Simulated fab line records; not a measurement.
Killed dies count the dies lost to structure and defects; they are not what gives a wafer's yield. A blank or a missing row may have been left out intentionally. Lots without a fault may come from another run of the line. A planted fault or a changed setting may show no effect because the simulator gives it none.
Comparing a struck lot with a sound one ; flow gf180mcu ; 15 steps out of a route of 602
Sound: wafers L706.1, L706.3, L706.5. Wafers L728.1, L728.3, L728.5 were the ones struck. The cause is named last.
Per side, at each step with rows, come the tool, then ch with its chambers, and then its first start. Under that, the readings that differ: sound wafers ; struck wafers ; difference of the means ; sigmas: that difference in standard deviations of wafers without a fault.
alike: same words and numbers on both sides, and readings whose means sit less than 2 such deviations apart. not compared: any withheld reading, any reading some wafer has no value for, any bound like >300 that may hide the same value, and any number with overlapping values for which the record gives no deviation.
The two part at a step that has a row with sigmas, a row that says differs or no value, or rows on one side only. Numbers that don't overlap but have no deviation are shown without sigmas and don't part them. A reading that every wafer of one side lacks parts them only if that side has two wafers or more.

GF_TOP_METAL_SPUTTER_04: material TiN, target thk 25 nm, time 20.8 s.
  sound on pvd-sputter-03, day 27 07:48; struck on pvd-sputter-02, day 33 06:42
  alike: cathode-dc-power-W, throttle-valve-pct
GF_TOP_METAL_RS_MEAS_05: a four-point-probe measurement.
  sound on film-metro-04, day 27 07:50; struck on film-metro-03, day 33 06:44
  alike: TOP_METAL_ALCU_RS
GF_TOP_METAL_THK_MEAS_06: measures by xrf.
  sound on film-metro-04, day 27 07:57; struck on film-metro-03, day 33 06:51
  alike: TOP_METAL_ALCU_THK
then, 7 steps without rows for these wafers: GF_TOP_METAL_DEHYDRATE_07 (time 60 s); GF_TOP_METAL_HMDS_08 (prime time 60 s); GF_TOP_METAL_COAT_09 (resist thk 1500 nm); GF_TOP_METAL_SOFTBAKE_10 (time 60 s); GF_TOP_METAL_EXPOSE_11 (exposes mask MetalTop, target cd 440 nm); GF_TOP_METAL_PEB_12; GF_TOP_METAL_DEVELOP_13 (develop time 60 s).
GF_TOP_METAL_CD_MEAS_14 targets a cd of 440 nm.
  sound on cd-sem-02, day 28 03:43; struck on cd-sem-02, day 33 22:07
  alike: cd-nm
GF_TOP_METAL_OVL_MEAS_15:
  sound on overlay-02, day 28 03:50; struck on overlay-01, day 33 22:14
  alike: TOP_METAL_OVL
GF_TOP_METAL_METAL_ETCH_16: etches the open film in Cl2/BCl3, stops on SiO2, target depth 1077.5 nm, time 179.6 s.
  sound on rie-metal-01 ch 0,1, day 28 03:53; struck on rie-metal-02 ch 1, day 33 22:17
reading;sound;struck;difference;sigmas
oes-product-au (a.u.);0.962 0.950 0.965;0.901 0.903 0.902;-0.057;-7
rf-fwd-power-W (W);797.4 796.5 796.7;669.1 670.9 672.5;-126.0;-48
throttle-valve-pct (%);28.259 28.278 28.260;28.321 28.330 28.329;+0.061;+5
model.TOP_METAL.feature-depth-nm (nm);1031 1013 1008;910.7 909.9 908.2;-107.7;
model.etch.depth-nm (nm);1031 1013 1008;910.7 909.9 908.2;-107.7;
model.NOVOLAK_of_TOP_METAL_COAT_09.thk-nm (nm);1085 1082 1068;1141 1139 1147;+64;
  alike: chamber-pressure-mTorr, drypump-motor-current-A, he-backside-leak-sccm
  not compared: rf-hours-counter-h
GF_TOP_METAL_STRIP_17: strips in O2/N2.
  sound on plasma-asher-04 ch 0,1, day 28 04:03; struck on plasma-asher-03 ch 0,1, day 33 22:38
reading;sound;struck;difference;sigmas
strip-time-to-endpoint-s (s);13.64 13.61 13.43;14.28 14.27 14.34;+0.74;+8
  alike: chamber-pressure-mTorr, drypump-motor-current-A, heater-power-w, oes-product-au
  not compared: rf-hours-counter-h
then, 1 step without rows for these wafers: GF_TOP_METAL_STRIP_18 (strips in post etch residue remover, time 1200 s).

== WHERE THEY PART ==
Last at GF_TOP_METAL_STRIP_17 as far as this record goes, first at GF_TOP_METAL_METAL_ETCH_16.

WHY: the cause the simulator had injected
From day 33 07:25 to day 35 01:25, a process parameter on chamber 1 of rie-metal-02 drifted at GF_TOP_METAL_METAL_ETCH_16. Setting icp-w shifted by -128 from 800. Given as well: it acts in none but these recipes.
